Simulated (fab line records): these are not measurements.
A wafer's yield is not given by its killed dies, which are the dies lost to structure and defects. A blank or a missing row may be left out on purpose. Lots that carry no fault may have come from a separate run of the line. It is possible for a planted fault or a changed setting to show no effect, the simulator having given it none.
Chamber matching | flow gf180mcu | GF_M5_ETCH_09 on rie-diel-04 has 4 sister chambers
The step etches Si3N4 in CF4/O2, target depth 52 nm, time 11.6 s. 16 wafers are shown with their chamber, then 8 later ones without.

WAFERS WITH THEIR CHAMBER
wafer  | chamber | drypump-motor-current-A (A) | throttle-valve-pct (%) | oes-product-au (a.u.)
L074.1 | 3       | 6.5                         | 5.969                  | 0.985
L074.2 | 1       | 5.8                         | 5.962                  | 0.991
L074.4 | 0       | 6.0                         | 5.979                  | 0.979
L080.1 | 0       | 5.9                         | 5.979                  | 0.984
L080.5 | 0       | 5.9                         | 5.967                  | 0.990
L080.6 | 1       | 5.8                         | 5.978                  | 0.995
L084.3 | 0       | 6.0                         | 5.969                  | 0.977
L084.5 | 0       | 6.0                         | 5.977                  | 1.004
L084.6 | 3       | 6.6                         | 5.992                  | 0.985
L086.4 | 1       | 5.8                         | 5.971                  | 0.977
L086.5 | 3       | 6.6                         | 5.958                  | 0.980
L086.6 | 2       | 6.4                         | 5.964                  | 0.990
L087.2 | 3       | 6.6                         | 5.983                  | 0.979
L087.3 | 0       | 5.9                         | 5.970                  | 0.991
L087.4 | 1       | 5.8                         | 5.969                  | 0.981
L089.1 | 2       | 6.4                         | 5.960                  | 0.992

SIGNATURES (means of the wafers above)
reading                 | chamber 0 | chamber 1 | chamber 2 | chamber 3 | scatter within a chamber
drypump-motor-current-A | 5.950     | 5.800     | 6.400     | 6.575     | 0.0433
throttle-valve-pct      | 5.97350   | 5.97000   | 5.96200   | 5.97550   | 0.00896
oes-product-au          | 0.98750   | 0.98600   | 0.99100   | 0.98225   | 0.0078
Rule: a wafer's distance from a chamber is the root of the sum, over the readings, of the square of ((its reading less the chamber's mean) divided by the reading's scatter). The wafer belongs to the nearest chamber; if the next one is less than 2 further off, it can't be placed. The scatter: take each reading less its chamber's mean, square it, sum over the shown wafers, divide by the number of wafers less the number of chambers, and take the root.

WAFERS WITHOUT THEIR CHAMBER
wafer  | drypump-motor-current-A (A) | throttle-valve-pct (%) | oes-product-au (a.u.)
L089.2 | 5.8                         | 5.963                  | 0.991
L089.5 | 5.8                         | 5.970                  | 0.979
L091.1 | 5.9                         | 5.959                  | 0.986
L091.3 | 5.9                         | 5.951                  | 0.994
L091.4 | 6.6                         | 5.958                  | 0.980
L095.1 | 6.5                         | 5.969                  | 0.997
L095.4 | 6.6                         | 5.963                  | 0.987
L095.6 | 6.4                         | 5.983                  | 0.991

EACH ONE'S CHAMBER
wafer  | from the rows above     | in truth
L089.2 | 1                       | 1
L089.5 | 1                       | 1
L091.1 | can't be placed: 0 or 1 | 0
L091.3 | can't be placed: 0 or 1 | 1
L091.4 | 3                       | 3
L095.1 | can't be placed: 2 or 3 | 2
L095.4 | 3                       | 3
L095.6 | can't be placed: 2 or 3 | 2
4 of 8 placed correctly. Cannot be placed on the basis of these rows: 4; the candidates contain the true chamber in 4. Wrongly placed: 0.
